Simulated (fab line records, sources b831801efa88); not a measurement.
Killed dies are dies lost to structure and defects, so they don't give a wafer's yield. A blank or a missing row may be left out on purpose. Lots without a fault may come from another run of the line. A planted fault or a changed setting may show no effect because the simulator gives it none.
Which tool did it? | flow gf180mcu | 11 lots, 33 wafers sampled, at 7 steps of a route of 602

WHAT THE GAUGES READ, wafer by wafer
GF_V3_BOW_MEAS_05. Usual: V3_BOW 118 um, standard deviation 9.5.
lot  | measured     | on            | V3_BOW (um) | flag
L398 | day 21 22:36 | film_metro-02 | 111 116 105 |
L399 | day 22 13:43 | film_metro-04 | 134 130 127 |
L403 | day 24 00:35 | film_metro-04 | 124 121 117 |
L404 | day 24 07:25 | film_metro-04 | 112 120 123 |
L405 | day 24 09:29 | film_metro-04 | 120 131 130 |
L407 | day 25 06:36 | film_metro-04 | 118 112 113 |
L408 | day 25 13:17 | film_metro-01 | 111 129 119 |
L409 | day 25 16:51 | film_metro-04 | 131 123 116 |
L410 | day 26 00:04 | film_metro-04 | 127 119 122 |
L419 | day 28 19:32 | film_metro-04 | 107 102 110 |
L420 | day 29 02:23 | film_metro-01 | 97 100 98   |

GF_V3_RS_MEAS_24: measures by four-point-probe. Usual: V3_W_RS 0.327 ohm/sq, standard deviation 0.0043.
lot  | measured     | on            | V3_W_RS (ohm/sq)  | flag
L398 | day 22 23:12 | film_metro-01 | 0.321 0.320 0.318 |
L399 | day 23 13:55 | film_metro-02 | 0.334 0.329 0.329 |
L403 | day 25 00:43 | film_metro-02 | 0.326 0.326 0.329 |
L404 | day 25 06:54 | film_metro-01 | 0.332 0.328 0.328 |
L405 | day 25 07:53 | film_metro-02 | 0.322 0.322 0.326 |
L407 | day 26 05:23 | film_metro-02 | 0.328 0.326 0.328 |
L408 | day 26 11:02 | film_metro-02 | 0.327 0.325 0.328 |
L409 | day 26 14:47 | film_metro-01 | 0.400 0.396 0.395 | OFF
L410 | day 26 22:08 | film_metro-02 | 0.389 0.394 0.392 | OFF
L419 | day 29 15:27 | film_metro-02 | 0.322 0.329 0.326 |
L420 | day 29 21:37 | film_metro-04 | 0.332 0.330 0.325 |

GF_V3_THK_MEAS_25: measures by xrf. Usual: V3_W_THK 357 nm, standard deviation 5.3.
lot  | measured     | on            | V3_W_THK (nm) | flag
L398 | day 22 23:19 | film_metro-01 | 361 359 365   |
L399 | day 23 14:02 | film_metro-02 | 348 351 354   |
L403 | day 25 00:50 | film_metro-02 | 357 357 355   |
L404 | day 25 07:01 | film_metro-01 | 352 356 357   |
L405 | day 25 07:59 | film_metro-02 | 358 359 355   |
L407 | day 26 05:29 | film_metro-02 | 352 355 352   |
L408 | day 26 11:08 | film_metro-02 | 350 354 352   |
L409 | day 26 14:54 | film_metro-01 | 292 294 293   | OFF
L410 | day 26 22:14 | film_metro-02 | 296 293 294   | OFF
L419 | day 29 15:34 | film_metro-02 | 357 352 356   |
L420 | day 29 21:43 | film_metro-04 | 359 362 367   |

GF_M4_CD_MEAS_14: target cd 280 nm. Usual: cd_nm 280.0 nm, standard deviation 1.1.
lot  | measured     | on        | cd_nm (nm)        | flag
L398 | day 23 21:44 | cd_sem-01 | 280.3 278.8 279.5 |
L399 | day 24 12:32 | cd_sem-01 | 280.0 279.9 279.1 |
L403 | day 25 22:36 | cd_sem-01 | 280.1 279.4 279.9 |
L404 | day 26 04:36 | cd_sem-01 | 279.5 278.6 278.8 |
L405 | day 26 05:47 | cd_sem-02 | 281.4 282.4 281.5 |
L407 | day 27 02:56 | cd_sem-01 | 281.0 279.4 280.5 |
L408 | day 27 08:27 | cd_sem-02 | 277.7 278.0 276.6 |
L409 | day 27 11:11 | cd_sem-01 | 280.1 279.4 280.3 |
L410 | day 27 18:11 | cd_sem-01 | 281.2 279.4 281.6 |
L419 | day 30 10:27 | cd_sem-02 | 280.6 280.8 280.6 |
L420 | day 30 16:40 | cd_sem-02 | 279.7 281.7 281.3 |

WHICH TOOL RAN EACH LOT (tool, then ch and the chambers of the sampled wafers, then the start)
lot  | GF_V3_SPUTTER_22             | GF_V3_CVD_23                  | GF_V3_CMP_26
L398 | pvd_sputter-01, day 22 23:03 | cvd_w-01 ch 0,1, day 22 23:05 | cmp-02 ch 1,2,3, day 22 23:23
L399 | pvd_sputter-04, day 23 13:45 | cvd_w-02 ch 0,1, day 23 13:47 | cmp-02 ch 0,1,3, day 23 14:05
L403 | pvd_sputter-01, day 25 00:34 | cvd_w-01 ch 0,1, day 25 00:37 | cmp-02 ch 1,2,3, day 25 01:14
L404 | pvd_sputter-04, day 25 06:45 | cvd_w-02 ch 0,1, day 25 06:47 | cmp-02 ch 1,2,3, day 25 07:05
L405 | pvd_sputter-01, day 25 07:42 | cvd_w-01 ch 0,1, day 25 07:46 | cmp-01 ch 1,2,3, day 25 08:02
L407 | pvd_sputter-04, day 26 05:12 | cvd_w-02 ch 0,1, day 26 05:17 | cmp-01 ch 1,2,3, day 26 05:41
L408 | pvd_sputter-02, day 26 10:50 | cvd_w-02 ch 0,1, day 26 10:54 | cmp-02 ch 0,1, day 26 11:10
L409 | pvd_sputter-01, day 26 14:38 | cvd_w-02 ch 0,1, day 26 14:40 | cmp-01 ch 0,1,2, day 26 14:58
L410 | pvd_sputter-04, day 26 21:58 | cvd_w-02 ch 0,1, day 26 21:59 | cmp-02 ch 0,2,3, day 26 22:26
L419 | pvd_sputter-04, day 29 15:18 | cvd_w-01 ch 0,1, day 29 15:20 | cmp-02 ch 1,2, day 29 15:41
L420 | pvd_sputter-02, day 29 21:25 | cvd_w-02 ch 0,1, day 29 21:29 | cmp-02 ch 2,3, day 29 21:45
- GF_V3_SPUTTER_22: material TiN, target thk 10 nm, time 40 s.
- GF_V3_CVD_23: deposits W, target thk 350 nm, time 104.9 s.
- GF_V3_CMP_26: polishes, stops on SiO2, t overpolish 15 s, target thk 0 nm.

WHAT THE TOOLS THEMSELVES READ (means of the sampled wafers that have a number; where no wafer has one, the mark that the record gives instead)
GF_V3_SPUTTER_22. Usual: throttle_valve_pct 29.9 %, standard deviation 0.71.
lot  | tool           | throttle_valve_pct (%) | flag
L398 | pvd_sputter-01 | 29.9                   |
L399 | pvd_sputter-04 | 29.7                   |
L403 | pvd_sputter-01 | 29.7                   |
L404 | pvd_sputter-04 | 29.9                   |
L405 | pvd_sputter-01 | 29.6                   |
L407 | pvd_sputter-04 | 29.4                   |
L408 | pvd_sputter-02 | 30.7                   |
L409 | pvd_sputter-01 | 29.8                   |
L410 | pvd_sputter-04 | 29.6                   |
L419 | pvd_sputter-04 | 29.6                   |
L420 | pvd_sputter-02 | 30.6                   |

GF_V3_CVD_23. Usual: chamber_pressure_Torr 40.01 Torr, standard deviation 0.092; heater_power_w 895 W, standard deviation 45.
lot  | tool     | chamber_pressure_Torr (Torr) | heater_power_w (W) | flag
L398 | cvd_w-01 | 39.96                        | 872                |
L399 | cvd_w-02 | 40.06                        | 913                |
L403 | cvd_w-01 | 40.06                        | 912                |
L404 | cvd_w-02 | 40.02                        | 868                |
L405 | cvd_w-01 | 40.13                        | 900                |
L407 | cvd_w-02 | 40.09                        | 923                |
L408 | cvd_w-02 | 39.97                        | 884                |
L409 | cvd_w-02 | 27.96                        | 881                | OFF
L410 | cvd_w-02 | 28.00                        | 920                | OFF
L419 | cvd_w-01 | 40.04                        | 911                |
L420 | cvd_w-02 | 40.07                        | 876                |

GF_V3_CMP_26. Usual: motor_current_A 11.1 A, standard deviation 1.4; time_to_endpoint_s 84 s, standard deviation 4.6.
lot  | tool   | motor_current_A (A) | time_to_endpoint_s (s) | flag
L398 | cmp-02 | 11.1                | 88                     |
L399 | cmp-02 | 11.2                | 84                     |
L403 | cmp-02 | 11.1                | 80                     |
L404 | cmp-02 | 11.1                | 80                     |
L405 | cmp-01 | 11.3                | 89                     |
L407 | cmp-01 | 11.1                | 85                     |
L408 | cmp-02 | 11.3                | 82                     |
L409 | cmp-01 | 11.3                | 72                     |
L410 | cmp-02 | 10.1                | 68                     | OFF
L419 | cmp-02 | 12.6                | 83                     |
L420 | cmp-02 | 10.1                | 79                     |

THE ANSWER, worked out from the rows above alone
Rule: a lot is off if the mean of its wafers that have a number lies more than 3 standard deviations from the usual mean. A lot without any number at a reading at which 4 lots or more have one is off too. The other lots that the step has rows for count as sound. The gauges are gone through in route order, then the tools' own readings, and for those a lot's mean is taken as printed above. The first step at which some lot is off is used, and at that step the reading that is off furthest; a lot without a number counts as furthest.
Off: L409, L410, at GF_V3_RS_MEAS_24 (V3_W_RS).
A tool fits if, at a process step before that reading, it ran every lot that is off, and no sound lot after the first of them. The gauges at GF_V3_RS_MEAS_24 aren't tried: what is off there is off at GF_V3_CVD_23 too, on other tools, and a gauge's error can't cause that. None of those tried fits.

WHAT THE SIMULATOR HAD PUT IN
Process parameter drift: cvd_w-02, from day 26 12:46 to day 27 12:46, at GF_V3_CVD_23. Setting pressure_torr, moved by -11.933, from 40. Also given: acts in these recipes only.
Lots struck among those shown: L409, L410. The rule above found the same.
